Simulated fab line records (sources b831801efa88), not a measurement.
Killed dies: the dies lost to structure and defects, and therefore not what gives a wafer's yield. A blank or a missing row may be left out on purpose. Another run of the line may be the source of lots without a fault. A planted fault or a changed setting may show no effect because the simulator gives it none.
fab line records / flow gf180mcu
record: lots: 14 wafers: 42 lastDay: 35
route steps=602 shown STI@13 NWELL@48 VT_IMPLANT@119
lots untouched by any fault: they come from a run of this same line in which no faults occurred
startH: the number of hours between the record's first day and the start of the first shown wafer of the lot / waitH: hours from the lot's prior step to this one / " the same as in the row above / L1.1+2: several wafers, shown together as one row / - either no value or no given start / * or withheld: withheld / < > ~ a bound
route shown NAME@n: NAME is a module with steps in the file, n the number in the route of the first one / usual: mean/standard deviation of fault-free wafers / same: alike in all rows / chamber/n: place in a boat / sites: per-site readings / _std_site: the standard deviation of these / _edge_site: outer sites' mean less inner sites' / radiusMm: for every site, how far away it sits from the centre of the wafer / mask NAME#n: copy n / behind: tool/chamber where the wafer was last shaped / hold: reason for holding the lot/hours on hold/outcome of the hold / device: transistor that didn't switch, given as n, p or np / end of line: tests run on the same wafers once the route is complete / a step without rows: its recipe alone / killed: count of dies lost to structure and defects at first sort (not the wafer's yield) / map: a wafer's dies, x killed, . not, _ none there
set.NAME: the setting as run; set.NAME@STEP: as run at that earlier step / model.NAME: the simulator's own value behind a step, which no gauge read
a sample of lots followed through the steps of the route, with each step as a table and each wafer as a row
services: the hour from which a tool's chamber was out of use, counted from the record's first day as startH (under 0 if before that day), plus the number of hours and why
== steps ==
step: GF_STI_CD_MEAS_12
recipe: targetCdNm: 220
usual: cdNm: 220.2/1.3
lot.wafer=L583.2 tool=cdSem-01 chamber=- startH=31.02 waitH=0.1 cdNm=220.8
lot.wafer=L583.4 tool=cdSem-01 chamber=- startH=31.02 waitH=0.1 cdNm=221.2
lot.wafer=L583.6 tool=cdSem-01 chamber=- startH=31.02 waitH=0.1 cdNm=222.1
lot.wafer=L584.2 tool=cdSem-02 chamber=- startH=35.92 waitH=0.1 cdNm=220.3
lot.wafer=L584.4 tool=cdSem-02 chamber=- startH=35.92 waitH=0.1 cdNm=219.3
lot.wafer=L584.6 tool=cdSem-02 chamber=- startH=35.92 waitH=0.1 cdNm=221.4
lot.wafer=L585.2 tool=cdSem-01 chamber=- startH=41.57 waitH=0.1 cdNm=220.6
lot.wafer=L585.3 tool=cdSem-01 chamber=- startH=41.57 waitH=0.1 cdNm=221.5
lot.wafer=L585.6 tool=cdSem-01 chamber=- startH=41.57 waitH=0.1 cdNm=220.9
lot.wafer=L588.1 tool=cdSem-02 chamber=- startH=57.67 waitH=0.1 cdNm=218.4
lot.wafer=L588.3 tool=cdSem-02 chamber=- startH=57.67 waitH=0.1 cdNm=218.3
lot.wafer=L588.4 tool=cdSem-02 chamber=- startH=57.67 waitH=0.1 cdNm=218.1
lot.wafer=L589.1 tool=cdSem-02 chamber=- startH=62.85 waitH=0.1 cdNm=219.3
lot.wafer=L589.2 tool=cdSem-02 chamber=- startH=62.85 waitH=0.1 cdNm=219.3
lot.wafer=L589.3 tool=cdSem-02 chamber=- startH=62.85 waitH=0.1 cdNm=219.3
lot.wafer=L590.3 tool=cdSem-01 chamber=- startH=66.49 waitH=0.1 cdNm=219.6
lot.wafer=L590.4 tool=cdSem-01 chamber=- startH=66.49 waitH=0.1 cdNm=220.1
lot.wafer=L590.5 tool=cdSem-01 chamber=- startH=66.49 waitH=0.1 cdNm=220.5
lot.wafer=L591.3 tool=cdSem-01 chamber=- startH=71.71 waitH=0.1 cdNm=220.1
lot.wafer=L591.4 tool=cdSem-01 chamber=- startH=71.71 waitH=0.1 cdNm=220.2
lot.wafer=L591.6 tool=cdSem-01 chamber=- startH=71.71 waitH=0.1 cdNm=221.3
lot.wafer=L592.1 tool=cdSem-02 chamber=- startH=76.87 waitH=0.1 cdNm=219.3
lot.wafer=L592.3 tool=cdSem-02 chamber=- startH=76.87 waitH=0.1 cdNm=218.0
lot.wafer=L592.4 tool=cdSem-02 chamber=- startH=76.87 waitH=0.1 cdNm=220.5
lot.wafer=L593.3 tool=cdSem-02 chamber=- startH=81.54 waitH=0.1 cdNm=218.2
lot.wafer=L593.5 tool=cdSem-02 chamber=- startH=81.54 waitH=0.1 cdNm=218.0
lot.wafer=L593.6 tool=cdSem-02 chamber=- startH=81.54 waitH=0.1 cdNm=217.8
lot.wafer=L595.1 tool=cdSem-02 chamber=- startH=93.05 waitH=0.1 cdNm=220.0
lot.wafer=L595.5 tool=cdSem-02 chamber=- startH=93.05 waitH=0.1 cdNm=220.9
lot.wafer=L595.6 tool=cdSem-02 chamber=- startH=93.05 waitH=0.1 cdNm=221.1
lot.wafer=L602.1 tool=cdSem-01 chamber=- startH=129.15 waitH=0.1 cdNm=221.9
lot.wafer=L602.2 tool=cdSem-01 chamber=- startH=129.15 waitH=0.1 cdNm=221.7
lot.wafer=L602.4 tool=cdSem-01 chamber=- startH=129.15 waitH=0.1 cdNm=223.1
lot.wafer=L603.2 tool=cdSem-02 chamber=- startH=133.29 waitH=0.1 cdNm=219.5
lot.wafer=L603.5 tool=cdSem-02 chamber=- startH=133.29 waitH=0.1 cdNm=219.9
lot.wafer=L603.6 tool=cdSem-02 chamber=- startH=133.29 waitH=0.1 cdNm=218.5
lot.wafer=L604.1 tool=cdSem-02 chamber=- startH=138.90 waitH=0.1 cdNm=218.8
lot.wafer=L604.4 tool=cdSem-02 chamber=- startH=138.90 waitH=0.1 cdNm=217.9
lot.wafer=L604.6 tool=cdSem-02 chamber=- startH=138.90 waitH=0.1 cdNm=218.6
lot.wafer=L605.3 tool=cdSem-01 chamber=- startH=145.99 waitH=0.1 cdNm=221.0
lot.wafer=L605.5 tool=cdSem-01 chamber=- startH=145.99 waitH=0.1 cdNm=220.7
lot.wafer=L605.6 tool=cdSem-01 chamber=- startH=145.99 waitH=0.1 cdNm=222.6
step: GF_NWELL_DEVELOP_06
recipe: wallAngleDeg: 90 developTimeS: 60 devTempC: 23
usual: chillPlateTempC: 23.01/0.099 developTimeS: 60/0
lot.wafer=L583.2 tool=lithoTrack-02 chamber=0 startH=61 waitH=- chillPlateTempC=22.80 developTimeS=60
lot.wafer=L583.4 tool=lithoTrack-02 chamber=0 startH=61 waitH=- chillPlateTempC=22.73 developTimeS=60
lot.wafer=L583.6 tool=lithoTrack-02 chamber=0 startH=61 waitH=- chillPlateTempC=22.80 developTimeS=60
lot.wafer=L584.2 tool=lithoTrack-01 chamber=0 startH=65 waitH=- chillPlateTempC=22.96 developTimeS=60
lot.wafer=L584.4 tool=lithoTrack-01 chamber=0 startH=65 waitH=- chillPlateTempC=23.01 developTimeS=60
lot.wafer=L584.6 tool=lithoTrack-01 chamber=0 startH=65 waitH=- chillPlateTempC=23.11 developTimeS=60
lot.wafer=L585.2 tool=lithoTrack-02 chamber=0 startH=72 waitH=- chillPlateTempC=22.92 developTimeS=60
lot.wafer=L585.3 tool=lithoTrack-02 chamber=0 startH=72 waitH=- chillPlateTempC=22.97 developTimeS=60
lot.wafer=L585.6 tool=lithoTrack-02 chamber=0 startH=72 waitH=- chillPlateTempC=23.15 developTimeS=60
lot.wafer=L588.1 tool=lithoTrack-02 chamber=0 startH=88 waitH=- chillPlateTempC=22.89 developTimeS=60
lot.wafer=L588.3 tool=lithoTrack-02 chamber=0 startH=88 waitH=- chillPlateTempC=22.78 developTimeS=60
lot.wafer=L588.4 tool=lithoTrack-02 chamber=0 startH=88 waitH=- chillPlateTempC=22.90 developTimeS=60
lot.wafer=L589.1 tool=lithoTrack-02 chamber=0 startH=97 waitH=- chillPlateTempC=23.01 developTimeS=60
lot.wafer=L589.2 tool=lithoTrack-02 chamber=0 startH=97 waitH=- chillPlateTempC=23.03 developTimeS=60
lot.wafer=L589.3 tool=lithoTrack-02 chamber=0 startH=97 waitH=- chillPlateTempC=23.05 developTimeS=60
lot.wafer=L590.3 tool=lithoTrack-03 chamber=0 startH=101 waitH=- chillPlateTempC=23.05 developTimeS=60
lot.wafer=L590.4 tool=lithoTrack-03 chamber=0 startH=101 waitH=- chillPlateTempC=23.08 developTimeS=60
lot.wafer=L590.5 tool=lithoTrack-03 chamber=0 startH=101 waitH=- chillPlateTempC=23.09 developTimeS=60
lot.wafer=L591.3 tool=lithoTrack-02 chamber=0 startH=106 waitH=- chillPlateTempC=23.02 developTimeS=60
lot.wafer=L591.4 tool=lithoTrack-02 chamber=0 startH=106 waitH=- chillPlateTempC=23.16 developTimeS=60
lot.wafer=L591.6 tool=lithoTrack-02 chamber=0 startH=106 waitH=- chillPlateTempC=23.04 developTimeS=60
lot.wafer=L592.1 tool=lithoTrack-02 chamber=0 startH=110 waitH=- chillPlateTempC=23.00 developTimeS=60
lot.wafer=L592.3 tool=lithoTrack-02 chamber=0 startH=110 waitH=- chillPlateTempC=23.10 developTimeS=60
lot.wafer=L592.4 tool=lithoTrack-02 chamber=0 startH=110 waitH=- chillPlateTempC=22.86 developTimeS=60
lot.wafer=L593.3 tool=lithoTrack-03 chamber=0 startH=114 waitH=- chillPlateTempC=23.06 developTimeS=60
lot.wafer=L593.5 tool=lithoTrack-03 chamber=0 startH=114 waitH=- chillPlateTempC=22.92 developTimeS=60
lot.wafer=L593.6 tool=lithoTrack-03 chamber=0 startH=114 waitH=- chillPlateTempC=23.05 developTimeS=60
lot.wafer=L595.1 tool=lithoTrack-01 chamber=0 startH=127 waitH=- chillPlateTempC=23.19 developTimeS=60
lot.wafer=L595.5 tool=lithoTrack-01 chamber=0 startH=127 waitH=- chillPlateTempC=23.04 developTimeS=60
lot.wafer=L595.6 tool=lithoTrack-01 chamber=0 startH=127 waitH=- chillPlateTempC=23.03 developTimeS=60
lot.wafer=L602.1 tool=lithoTrack-01 chamber=- startH=164 waitH=- chillPlateTempC=- developTimeS=-
lot.wafer=L602.2 tool=lithoTrack-01 chamber=- startH=164 waitH=- chillPlateTempC=- developTimeS=-
lot.wafer=L602.4 tool=lithoTrack-01 chamber=- startH=164 waitH=- chillPlateTempC=- developTimeS=-
lot.wafer=L603.2 tool=lithoTrack-01 chamber=- startH=171 waitH=- chillPlateTempC=- developTimeS=-
lot.wafer=L603.5 tool=lithoTrack-01 chamber=- startH=171 waitH=- chillPlateTempC=- developTimeS=-
lot.wafer=L603.6 tool=lithoTrack-01 chamber=- startH=171 waitH=- chillPlateTempC=- developTimeS=-
lot.wafer=L604.1 tool=lithoTrack-01 chamber=0 startH=176 waitH=- chillPlateTempC=22.97 developTimeS=60
lot.wafer=L604.4 tool=lithoTrack-01 chamber=0 startH=176 waitH=- chillPlateTempC=22.99 developTimeS=60
lot.wafer=L604.6 tool=lithoTrack-01 chamber=0 startH=176 waitH=- chillPlateTempC=23.05 developTimeS=60
lot.wafer=L605.3 tool=lithoTrack-02 chamber=0 startH=183 waitH=- chillPlateTempC=23.10 developTimeS=60
lot.wafer=L605.5 tool=lithoTrack-02 chamber=0 startH=183 waitH=- chillPlateTempC=23.09 developTimeS=60
lot.wafer=L605.6 tool=lithoTrack-02 chamber=0 startH=183 waitH=- chillPlateTempC=23.19 developTimeS=60
step: GF_NWELL_STRIP_10
recipe: chemistry: O2/N2 powerW: 1400 pressureMtorr: 1500 platenTempC: 250 o2FlowSccm: 3000 n2FlowSccm: 300 overashFraction: 0.5
usual: drypumpMotorCurrentA: 5.4/0.49 heaterPowerW: 322/28 o2FlowSccm: 3000/9.5 oesProductAu: 0.722/0.004 stripTimeToEndpointS: 36.98/0.1
lot.wafer=L583.2 tool=plasmaAsher-02 chamber=0 startH=62.23 waitH=0.1 drypumpMotorCurrentA=4.7 heaterPowerW=288 o2FlowSccm=3001 oesProductAu=0.722 rfHoursCounterH=41 stripTimeToEndpointS=36.77
lot.wafer=L583.4 tool=plasmaAsher-02 chamber=1 startH=62.23 waitH=0.1 drypumpMotorCurrentA=5.4 heaterPowerW=365 o2FlowSccm=2999 oesProductAu=0.726 rfHoursCounterH=- stripTimeToEndpointS=36.80
lot.wafer=L583.6 tool=plasmaAsher-02 chamber=1 startH=62.23 waitH=0.1 drypumpMotorCurrentA=5.5 heaterPowerW=363 o2FlowSccm=2997 oesProductAu=0.730 rfHoursCounterH=- stripTimeToEndpointS=36.70
lot.wafer=L584.2 tool=plasmaAsher-03 chamber=1 startH=66.15 waitH=0.1 drypumpMotorCurrentA=5.7 heaterPowerW=312 o2FlowSccm=2992 oesProductAu=0.713 rfHoursCounterH=43 stripTimeToEndpointS=36.97
lot.wafer=L584.4 tool=plasmaAsher-03 chamber=1 startH=66.15 waitH=0.1 drypumpMotorCurrentA=5.6 heaterPowerW=297 o2FlowSccm=2979 oesProductAu=0.722 rfHoursCounterH=- stripTimeToEndpointS=36.99
lot.wafer=L584.6 tool=plasmaAsher-03 chamber=1 startH=66.15 waitH=0.1 drypumpMotorCurrentA=5.6 heaterPowerW=305 o2FlowSccm=2995 oesProductAu=0.728 rfHoursCounterH=- stripTimeToEndpointS=37.01
lot.wafer=L585.2 tool=plasmaAsher-02 chamber=0 startH=72.78 waitH=0.1 drypumpMotorCurrentA=4.7 heaterPowerW=282 o2FlowSccm=2997 oesProductAu=0.720 rfHoursCounterH=42 stripTimeToEndpointS=36.89
lot.wafer=L585.3 tool=plasmaAsher-02 chamber=1 startH=72.78 waitH=0.1 drypumpMotorCurrentA=5.5 heaterPowerW=361 o2FlowSccm=3001 oesProductAu=0.723 rfHoursCounterH=- stripTimeToEndpointS=37.03
lot.wafer=L585.6 tool=plasmaAsher-02 chamber=0 startH=72.78 waitH=0.1 drypumpMotorCurrentA=4.7 heaterPowerW=291 o2FlowSccm=2976 oesProductAu=0.722 rfHoursCounterH=- stripTimeToEndpointS=37.01
lot.wafer=L588.1 tool=plasmaAsher-01 chamber=1 startH=89.28 waitH=0.1 drypumpMotorCurrentA=6.0 heaterPowerW=315 o2FlowSccm=2992 oesProductAu=0.730 rfHoursCounterH=25 stripTimeToEndpointS=37.11
lot.wafer=L588.3 tool=plasmaAsher-01 chamber=0 startH=89.28 waitH=0.1 drypumpMotorCurrentA=6.3 heaterPowerW=350 o2FlowSccm=3001 oesProductAu=0.720 rfHoursCounterH=- stripTimeToEndpointS=36.99
lot.wafer=L588.4 tool=plasmaAsher-01 chamber=1 startH=89.28 waitH=0.1 drypumpMotorCurrentA=5.9 heaterPowerW=318 o2FlowSccm=3001 oesProductAu=0.718 rfHoursCounterH=- stripTimeToEndpointS=37.04
lot.wafer=L589.1 tool=plasmaAsher-03 chamber=1 startH=98.43 waitH=0.1 drypumpMotorCurrentA=5.6 heaterPowerW=298 o2FlowSccm=3002 oesProductAu=0.724 rfHoursCounterH=47 stripTimeToEndpointS=36.84
lot.wafer=L589.2 tool=plasmaAsher-03 chamber=0 startH=98.43 waitH=0.1 drypumpMotorCurrentA=5.2 heaterPowerW=318 o2FlowSccm=3006 oesProductAu=0.720 rfHoursCounterH=47 stripTimeToEndpointS=36.80
lot.wafer=L589.3 tool=plasmaAsher-03 chamber=0 startH=98.43 waitH=0.1 drypumpMotorCurrentA=5.2 heaterPowerW=321 o2FlowSccm=3014 oesProductAu=0.717 rfHoursCounterH=- stripTimeToEndpointS=36.80
lot.wafer=L590.3 tool=plasmaAsher-02 chamber=0 startH=102.17 waitH=0.1 drypumpMotorCurrentA=4.7 heaterPowerW=289 o2FlowSccm=2998 oesProductAu=0.715 rfHoursCounterH=- stripTimeToEndpointS=37.14
lot.wafer=L590.4 tool=plasmaAsher-02 chamber=1 startH=102.17 waitH=0.1 drypumpMotorCurrentA=5.4 heaterPowerW=366 o2FlowSccm=2996 oesProductAu=0.723 rfHoursCounterH=- stripTimeToEndpointS=37.11
lot.wafer=L590.5 tool=plasmaAsher-02 chamber=0 startH=102.17 waitH=0.1 drypumpMotorCurrentA=4.7 heaterPowerW=289 o2FlowSccm=3008 oesProductAu=0.721 rfHoursCounterH=- stripTimeToEndpointS=36.96
lot.wafer=L591.3 tool=plasmaAsher-01 chamber=1 startH=106.87 waitH=0.1 drypumpMotorCurrentA=6.0 heaterPowerW=318 o2FlowSccm=3013 oesProductAu=0.726 rfHoursCounterH=- stripTimeToEndpointS=37.07
lot.wafer=L591.4 tool=plasmaAsher-01 chamber=0 startH=106.87 waitH=0.1 drypumpMotorCurrentA=6.3 heaterPowerW=349 o2FlowSccm=3006 oesProductAu=0.719 rfHoursCounterH=- stripTimeToEndpointS=37.10
lot.wafer=L591.6 tool=plasmaAsher-01 chamber=0 startH=106.87 waitH=0.1 drypumpMotorCurrentA=6.3 heaterPowerW=355 o2FlowSccm=2989 oesProductAu=0.718 rfHoursCounterH=- stripTimeToEndpointS=37.08
lot.wafer=L592.1 tool=plasmaAsher-01 chamber=1 startH=110.88 waitH=0.1 drypumpMotorCurrentA=6.0 heaterPowerW=318 o2FlowSccm=3004 oesProductAu=0.719 rfHoursCounterH=27 stripTimeToEndpointS=36.98
lot.wafer=L592.3 tool=plasmaAsher-01 chamber=0 startH=110.88 waitH=0.1 drypumpMotorCurrentA=6.3 heaterPowerW=343 o2FlowSccm=2999 oesProductAu=0.724 rfHoursCounterH=- stripTimeToEndpointS=36.97
lot.wafer=L592.4 tool=plasmaAsher-01 chamber=1 startH=110.88 waitH=0.1 drypumpMotorCurrentA=6.0 heaterPowerW=320 o2FlowSccm=3014 oesProductAu=0.723 rfHoursCounterH=- stripTimeToEndpointS=36.96
lot.wafer=L593.3 tool=plasmaAsher-02 chamber=0 startH=114.47 waitH=0.1 drypumpMotorCurrentA=4.7 heaterPowerW=287 o2FlowSccm=2996 oesProductAu=0.715 rfHoursCounterH=- stripTimeToEndpointS=37.06
lot.wafer=L593.5 tool=plasmaAsher-02 chamber=0 startH=114.47 waitH=0.1 drypumpMotorCurrentA=4.7 heaterPowerW=293 o2FlowSccm=2999 oesProductAu=0.718 rfHoursCounterH=- stripTimeToEndpointS=36.90
lot.wafer=L593.6 tool=plasmaAsher-02 chamber=1 startH=114.47 waitH=0.1 drypumpMotorCurrentA=5.5 heaterPowerW=361 o2FlowSccm=3008 oesProductAu=0.720 rfHoursCounterH=- stripTimeToEndpointS=36.99
lot.wafer=L595.1 tool=plasmaAsher-03 chamber=0 startH=128.10 waitH=0.1 drypumpMotorCurrentA=5.2 heaterPowerW=329 o2FlowSccm=3023 oesProductAu=0.729 rfHoursCounterH=0 stripTimeToEndpointS=36.85
lot.wafer=L595.5 tool=plasmaAsher-03 chamber=1 startH=128.10 waitH=0.1 drypumpMotorCurrentA=5.7 heaterPowerW=297 o2FlowSccm=2999 oesProductAu=0.720 rfHoursCounterH=- stripTimeToEndpointS=36.89
lot.wafer=L595.6 tool=plasmaAsher-03 chamber=0 startH=128.10 waitH=0.1 drypumpMotorCurrentA=5.2 heaterPowerW=325 o2FlowSccm=3017 oesProductAu=0.727 rfHoursCounterH=- stripTimeToEndpointS=36.92
lot.wafer=L602.1 tool=plasmaAsher-02 chamber=1 startH=165.10 waitH=0.1 drypumpMotorCurrentA=5.5 heaterPowerW=359 o2FlowSccm=2991 oesProductAu=0.723 rfHoursCounterH=53 stripTimeToEndpointS=37.03
lot.wafer=L602.2 tool=plasmaAsher-02 chamber=0 startH=165.10 waitH=0.1 drypumpMotorCurrentA=4.7 heaterPowerW=293 o2FlowSccm=2995 oesProductAu=0.713 rfHoursCounterH=53 stripTimeToEndpointS=37.09
lot.wafer=L602.4 tool=plasmaAsher-02 chamber=0 startH=165.10 waitH=0.1 drypumpMotorCurrentA=4.7 heaterPowerW=283 o2FlowSccm=2987 oesProductAu=0.723 rfHoursCounterH=- stripTimeToEndpointS=37.04
lot.wafer=L603.2 tool=plasmaAsher-02 chamber=1 startH=171.75 waitH=0.1 drypumpMotorCurrentA=5.4 heaterPowerW=368 o2FlowSccm=2989 oesProductAu=0.718 rfHoursCounterH=53 stripTimeToEndpointS=37.09
lot.wafer=L603.5 tool=plasmaAsher-02 chamber=0 startH=171.75 waitH=0.1 drypumpMotorCurrentA=4.7 heaterPowerW=293 o2FlowSccm=3009 oesProductAu=0.724 rfHoursCounterH=- stripTimeToEndpointS=36.90
lot.wafer=L603.6 tool=plasmaAsher-02 chamber=1 startH=171.75 waitH=0.1 drypumpMotorCurrentA=5.5 heaterPowerW=367 o2FlowSccm=3014 oesProductAu=0.724 rfHoursCounterH=- stripTimeToEndpointS=36.91
lot.wafer=L604.1 tool=plasmaAsher-02 chamber=0 startH=176.65 waitH=0.1 drypumpMotorCurrentA=4.7 heaterPowerW=282 o2FlowSccm=2986 oesProductAu=0.727 rfHoursCounterH=54 stripTimeToEndpointS=37.04
lot.wafer=L604.4 tool=plasmaAsher-02 chamber=1 startH=176.65 waitH=0.1 drypumpMotorCurrentA=5.5 heaterPowerW=377 o2FlowSccm=3001 oesProductAu=0.723 rfHoursCounterH=- stripTimeToEndpointS=37.00
lot.wafer=L604.6 tool=plasmaAsher-02 chamber=1 startH=176.65 waitH=0.1 drypumpMotorCurrentA=5.4 heaterPowerW=367 o2FlowSccm=3000 oesProductAu=0.719 rfHoursCounterH=- stripTimeToEndpointS=36.98
lot.wafer=L605.3 tool=plasmaAsher-03 chamber=1 startH=183.96 waitH=0.1 drypumpMotorCurrentA=5.6 heaterPowerW=289 o2FlowSccm=3013 oesProductAu=0.729 rfHoursCounterH=- stripTimeToEndpointS=37.19
lot.wafer=L605.5 tool=plasmaAsher-03 chamber=1 startH=183.96 waitH=0.1 drypumpMotorCurrentA=5.6 heaterPowerW=297 o2FlowSccm=3010 oesProductAu=0.723 rfHoursCounterH=- stripTimeToEndpointS=37.10
lot.wafer=L605.6 tool=plasmaAsher-03 chamber=0 startH=183.96 waitH=0.1 drypumpMotorCurrentA=5.2 heaterPowerW=328 o2FlowSccm=3009 oesProductAu=0.723 rfHoursCounterH=- stripTimeToEndpointS=37.25
step: GF_VT_IMPLANT_OVL_MEAS_29
usual: VT_IMPLANT_02_OVL: -0.2/1.4
lot.wafer=L583.2 tool=overlay-02 chamber=- startH=149.07 waitH=0.1 VT_IMPLANT_02_OVL[nm]=-1.3
lot.wafer=L583.4 tool=overlay-02 chamber=- startH=149.07 waitH=0.1 VT_IMPLANT_02_OVL[nm]=0.5
lot.wafer=L583.6 tool=overlay-02 chamber=- startH=149.07 waitH=0.1 VT_IMPLANT_02_OVL[nm]=1.9
lot.wafer=L584.2 tool=overlay-01 chamber=- startH=155.10 waitH=0.1 VT_IMPLANT_02_OVL[nm]=0.2
lot.wafer=L584.4 tool=overlay-01 chamber=- startH=155.10 waitH=0.1 VT_IMPLANT_02_OVL[nm]=2.0
lot.wafer=L584.6 tool=overlay-01 chamber=- startH=155.10 waitH=0.1 VT_IMPLANT_02_OVL[nm]=2.0
lot.wafer=L585.2 tool=overlay-01 chamber=- startH=163.30 waitH=0.1 VT_IMPLANT_02_OVL[nm]=-1.1
lot.wafer=L585.3 tool=overlay-01 chamber=- startH=163.30 waitH=0.1 VT_IMPLANT_02_OVL[nm]=-1.9
lot.wafer=L585.6 tool=overlay-01 chamber=- startH=163.30 waitH=0.1 VT_IMPLANT_02_OVL[nm]=-2.6
lot.wafer=L588.1 tool=overlay-01 chamber=- startH=182.92 waitH=0.1 VT_IMPLANT_02_OVL[nm]=1.9
lot.wafer=L588.3 tool=overlay-01 chamber=- startH=182.92 waitH=0.1 VT_IMPLANT_02_OVL[nm]=0.1
lot.wafer=L588.4 tool=overlay-01 chamber=- startH=182.92 waitH=0.1 VT_IMPLANT_02_OVL[nm]=-0.4
lot.wafer=L589.1 tool=overlay-01 chamber=- startH=192.60 waitH=0.1 VT_IMPLANT_02_OVL[nm]=1.3
lot.wafer=L589.2 tool=overlay-01 chamber=- startH=192.60 waitH=0.1 VT_IMPLANT_02_OVL[nm]=0.5
lot.wafer=L589.3 tool=overlay-01 chamber=- startH=192.60 waitH=0.1 VT_IMPLANT_02_OVL[nm]=0.0
lot.wafer=L590.3 tool=overlay-02 chamber=- startH=197.58 waitH=0.1 VT_IMPLANT_02_OVL[nm]=0.4
lot.wafer=L590.4 tool=overlay-02 chamber=- startH=197.58 waitH=0.1 VT_IMPLANT_02_OVL[nm]=1.5
lot.wafer=L590.5 tool=overlay-02 chamber=- startH=197.58 waitH=0.1 VT_IMPLANT_02_OVL[nm]=-1.7
lot.wafer=L591.3 tool=overlay-01 chamber=- startH=202.83 waitH=0.1 VT_IMPLANT_02_OVL[nm]=-1.8
lot.wafer=L591.4 tool=overlay-01 chamber=- startH=202.83 waitH=0.1 VT_IMPLANT_02_OVL[nm]=-1.7
lot.wafer=L591.6 tool=overlay-01 chamber=- startH=202.83 waitH=0.1 VT_IMPLANT_02_OVL[nm]=-3.6
lot.wafer=L592.1 tool=overlay-02 chamber=- startH=208.79 waitH=0.1 VT_IMPLANT_02_OVL[nm]=2.9
lot.wafer=L592.3 tool=overlay-02 chamber=- startH=208.79 waitH=0.1 VT_IMPLANT_02_OVL[nm]=0.1
lot.wafer=L592.4 tool=overlay-02 chamber=- startH=208.79 waitH=0.1 VT_IMPLANT_02_OVL[nm]=-0.3
lot.wafer=L593.3 tool=overlay-01 chamber=- startH=213.23 waitH=0.1 VT_IMPLANT_02_OVL[nm]=-1.4
lot.wafer=L593.5 tool=overlay-01 chamber=- startH=213.23 waitH=0.1 VT_IMPLANT_02_OVL[nm]=-0.2
lot.wafer=L593.6 tool=overlay-01 chamber=- startH=213.23 waitH=0.1 VT_IMPLANT_02_OVL[nm]=-0.7
lot.wafer=L595.1 tool=overlay-01 chamber=- startH=229.35 waitH=0.1 VT_IMPLANT_02_OVL[nm]=-1.6
lot.wafer=L595.5 tool=overlay-01 chamber=- startH=229.35 waitH=0.1 VT_IMPLANT_02_OVL[nm]=1.1
lot.wafer=L595.6 tool=overlay-01 chamber=- startH=229.35 waitH=0.1 VT_IMPLANT_02_OVL[nm]=-1.1
lot.wafer=L602.1 tool=overlay-02 chamber=- startH=274.45 waitH=0.1 VT_IMPLANT_02_OVL[nm]=0.3
lot.wafer=L602.2 tool=overlay-02 chamber=- startH=274.45 waitH=0.1 VT_IMPLANT_02_OVL[nm]=-0.4
lot.wafer=L602.4 tool=overlay-02 chamber=- startH=274.45 waitH=0.1 VT_IMPLANT_02_OVL[nm]=0.6
lot.wafer=L603.2 tool=overlay-01 chamber=- startH=280.77 waitH=0.1 VT_IMPLANT_02_OVL[nm]=-0.6
lot.wafer=L603.5 tool=overlay-01 chamber=- startH=280.77 waitH=0.1 VT_IMPLANT_02_OVL[nm]=-0.4
lot.wafer=L603.6 tool=overlay-01 chamber=- startH=280.77 waitH=0.1 VT_IMPLANT_02_OVL[nm]=-1.6
lot.wafer=L604.1 tool=overlay-01 chamber=- startH=286.99 waitH=0.1 VT_IMPLANT_02_OVL[nm]=-1.1
lot.wafer=L604.4 tool=overlay-01 chamber=- startH=286.99 waitH=0.1 VT_IMPLANT_02_OVL[nm]=-0.7
lot.wafer=L604.6 tool=overlay-01 chamber=- startH=286.99 waitH=0.1 VT_IMPLANT_02_OVL[nm]=1.2
lot.wafer=L605.3 tool=overlay-02 chamber=- startH=297.21 waitH=0.1 VT_IMPLANT_02_OVL[nm]=-1.6
lot.wafer=L605.5 tool=overlay-02 chamber=- startH=297.21 waitH=0.1 VT_IMPLANT_02_OVL[nm]=-1.5
lot.wafer=L605.6 tool=overlay-02 chamber=- startH=297.21 waitH=0.1 VT_IMPLANT_02_OVL[nm]=-0.9
== services ==
tool=plasmaAsher-01 chamber=- startH=43.17 hours=3.2 kind=repair
tool=plasmaAsher-01 chamber=- startH=57.77 hours=28.1 kind=pm
tool=plasmaAsher-03 chamber=- startH=108.75 hours=9.0 kind=pm
tool=plasmaAsher-03 chamber=0 startH=108.75 hours=9.0 kind=ventCycle
tool=plasmaAsher-03 chamber=1 startH=108.75 hours=9.0 kind=ventCycle
tool=plasmaAsher-03 chamber=0 startH=117.75 hours=- kind=clean
tool=plasmaAsher-03 chamber=1 startH=117.75 hours=- kind=clean
tool=plasmaAsher-03 chamber=- startH=120.32 hours=7.0 kind=pm
== key ==
firstSign: step: GF_NWELL_DEVELOP_06 reading: toolRecord direction: missing
effect none on later readings
metAt GF_NWELL_DEVELOP_06
struckLots L602,L603
sortLeftOut L602.1,L602.2,L602.4,L603.2,L603.5,L603.6
testerLeftOut L602,L603
notActingAt GF_STI_CD_MEAS_12,GF_NWELL_STRIP_10,GF_VT_IMPLANT_OVL_MEAS_29
fault: kind: skippedStepWhole tool: lithoTrack-01 chamber: - onsetH: 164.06 steps: GF_NWELL_DEVELOP_06 scope: struckLotsOnly
testerLeftOut: of these lots the tester's yield and bins aren't shown, on N5 and GAA mostly nor the transistor test; their killed dies are dies lost to structure and defects alone, not to doping, threshold or leakage, so they don't give the yield
sortLeftOut: the simulated sort isn't trusted on such a fault, so these wafers' sort isn't shown, and their yield isn't known
